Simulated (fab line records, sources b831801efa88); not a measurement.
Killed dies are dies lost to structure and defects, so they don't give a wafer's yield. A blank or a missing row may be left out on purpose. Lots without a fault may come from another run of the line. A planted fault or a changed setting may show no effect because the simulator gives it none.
A struck lot beside a sound one | flow sky130 | 15 steps out of a route of 708
Sound: wafers L750.2, L750.4, L750.6. Struck: wafer L758.5. (L758.2, L758.4 of the same lot were not struck and are left out.) The cause comes at the end.
At each step with rows: each side's tool, then ch and its chambers, then its first start. Under that, the readings that differ: sound wafers | struck wafers | difference of the means | sigmas: that difference in standard deviations of wafers without a fault.
alike: readings whose means differ by less than 2 such deviations, and words and numbers that are the same on both sides. not compared: withheld readings, readings that some wafer has no value for, bounds like >300 that may hide the same value, and numbers for which the record gives no deviation and whose values overlap.
The two part at a step that has a row with sigmas, a row that says differs or no value, or rows on one side only. Numbers that don't overlap but have no deviation are shown without sigmas and don't part them. A reading that every wafer of one side lacks parts them only if that side has two wafers or more.

SKY_METAL1_THK_MEAS_06: measures by xrf.
  sound on film_metro-03, day 33 00:21; struck on film_metro-04, day 35 15:32
  reading              | sound             | struck | difference | sigmas
  METAL1_ALCU_THK (nm) | 249.4 247.8 246.9 | 257.4  | +9.4       | +4
then, 8 steps without rows for these wafers: SKY_METAL1_DEHYDRATE_07 (time 60 s); SKY_METAL1_HMDS_08 (prime time 60 s); SKY_METAL1_COAT_09 (resist thk 60 nm); SKY_METAL1_COAT_10 (resist thk 450 nm); SKY_METAL1_SOFTBAKE_11 (time 90 s); SKY_METAL1_EXPOSE_12 (exposes mask MM1, target cd 140 nm); SKY_METAL1_PEB_13; SKY_METAL1_DEVELOP_14 (develop time 60 s).
SKY_METAL1_CD_MEAS_15: target cd 140 nm.
  sound on cd_sem-02, day 34 03:20; struck on cd_sem-01, day 36 17:54
  alike: cd_nm
SKY_METAL1_OVL_MEAS_16:
  sound on overlay-02, day 34 03:27; struck on overlay-01, day 36 18:01
  alike: METAL1_OVL
SKY_METAL1_DESCUM_17: chemistry O2, time 8 s.
  sound on rie_metal-04 ch 0,1, day 34 03:29; struck on rie_metal-04 ch 0, day 36 18:02
  alike: drypump_motor_current_A, oes_product_au
  not compared: rf_hours_counter_h
SKY_METAL1_ETCH_18: etches BARC in N2/H2, stops on SiO2, time 45.9 s, target depth 60 nm.
  sound on rie_metal-04 ch 0,1, day 34 03:31; struck on rie_metal-04 ch 0, day 36 18:04
  reading                                       | sound             | struck | difference | sigmas
  model.KrF-thick_of_METAL1_COAT_10.thk_nm (nm) | 396.4 397.8 396.3 | 398.9  | +2.1       |
  model.etch.depth_nm (nm)                      | 59.91 60.03 60.1  | 59.24  | -0.77      |
  alike: drypump_motor_current_A, oes_product_au, throttle_valve_pct
  not compared: rf_hours_counter_h
SKY_METAL1_METAL_ETCH_19: etches the open film in Cl2/BCl3, stops on SiO2, target depth 360 nm, time 79.16 s.
  sound on rie_metal-04 ch 0,1, day 34 03:34; struck on rie_metal-04 ch 0, day 36 18:08
  alike: drypump_motor_current_A, oes_product_au, throttle_valve_pct
  not compared: rf_hours_counter_h
-- the record jumps here: 12 days lie between the struck wafers' starts before and after (it left off in module METAL1 and takes up again in module PAD_OPEN, whose first step shown is number 708 of the route) --
SKY_PAD_OPEN_PROBE_99:
  sound on prober-01, day 46 23:02; struck on prober-01, day 48 21:50
  reading                               | sound              | struck | difference | sigmas
  killed_at_front_end                   | 23 20 22           | 12     | -10        | -2
  model.etest.tester.sort_n_pass        | 406 396 394        | 105    | -294       |
  model.etest.tester.sort_yield_pct (%) | 82.52 80.49 80.08  | 21.34  | -59.69     |
  model.etest.tester.sort_bin_3_pct (%) | 1.626 0.6098 1.016 | 62.6   | +61.5      |
  model.etest.met4_comb.over_limit      | 0 0 0              | 1      | +1         |
  model.etest.res_poly.short            | 0 0 0              | 1      | +1         |
  model.etest.via1_chain.short          | 0 0 0              | 1      | +1         |
  model.etest.met3.short                | 0 0 0              | 1      | +1         |
  model.etest.li_comb.over_limit        | 0 0 0              | 1      | +1         |
  alike: defect_limited_yield, killed_at_M0_to_M3, killed_at_M4_up, killed_at_contacts, killed_at_other, killed_dies, killed_open, killed_short

WHERE THEY PART
First at SKY_METAL1_THK_MEAS_06; last, within this record, at SKY_PAD_OPEN_PROBE_99.

WHY: what the simulator had put in
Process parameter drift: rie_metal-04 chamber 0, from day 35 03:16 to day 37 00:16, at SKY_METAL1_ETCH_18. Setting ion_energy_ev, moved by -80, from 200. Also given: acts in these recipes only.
